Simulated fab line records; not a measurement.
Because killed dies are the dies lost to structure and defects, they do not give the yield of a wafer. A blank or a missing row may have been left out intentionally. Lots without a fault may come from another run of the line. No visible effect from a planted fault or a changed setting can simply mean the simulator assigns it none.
Chamber matching / flow gf180mcu / GF_CONTACT_CMP_04 on cmp-02 has 4 sister chambers
The step polishes SiO2. 4 wafers are shown with their chamber, then 7 later ones without.

WAFERS, EACH WITH ITS CHAMBER
wafer=L288.2; chamber=0; motor-current-A (A)=10.5
wafer=L292.2; chamber=2; motor-current-A (A)=13.1
wafer=L292.3; chamber=3; motor-current-A (A)=11.8
wafer=L294.5; chamber=1; motor-current-A (A)=13.5

WAFERS WITHOUT THEIR CHAMBER
wafer=L294.6; motor-current-A (A)=10.5
wafer=L296.3; motor-current-A (A)=13.4
wafer=L296.4; motor-current-A (A)=11.9
wafer=L296.5; motor-current-A (A)=12.4
wafer=L298.1; motor-current-A (A)=11.6
wafer=L298.2; motor-current-A (A)=13.6
wafer=L298.4; motor-current-A (A)=12.1

EACH ONE'S CHAMBER
wafer=L294.6; from the rows above=0; in truth=0
wafer=L296.3; from the rows above=can't be placed: 1 or 2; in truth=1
wafer=L296.4; from the rows above=3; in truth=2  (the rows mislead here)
wafer=L296.5; from the rows above=can't be placed: 3 or 2 or 1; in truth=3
wafer=L298.1; from the rows above=3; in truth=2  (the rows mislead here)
wafer=L298.2; from the rows above=can't be placed: 1 or 2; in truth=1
wafer=L298.4; from the rows above=3; in truth=3
Correctly placed: 2 of 7. Unplaceable from these rows: 3, with the true chamber sitting among the candidates in 3. 2 placed wrongly.
How it was worked out, from the rows above alone: a wafer's distance from a chamber is the root of the sum, over the readings, of the square of ((its reading less the chamber's mean) divided by the reading's scatter). The wafer belongs to the nearest chamber; if the next one is less than 2 further off, it can't be placed. The mean given for a chamber averages the wafers shown for that chamber. The scatter (one wafer shown for each chamber): square how far every hidden wafer sits from the nearest shown wafer, average those squares and take the square root.
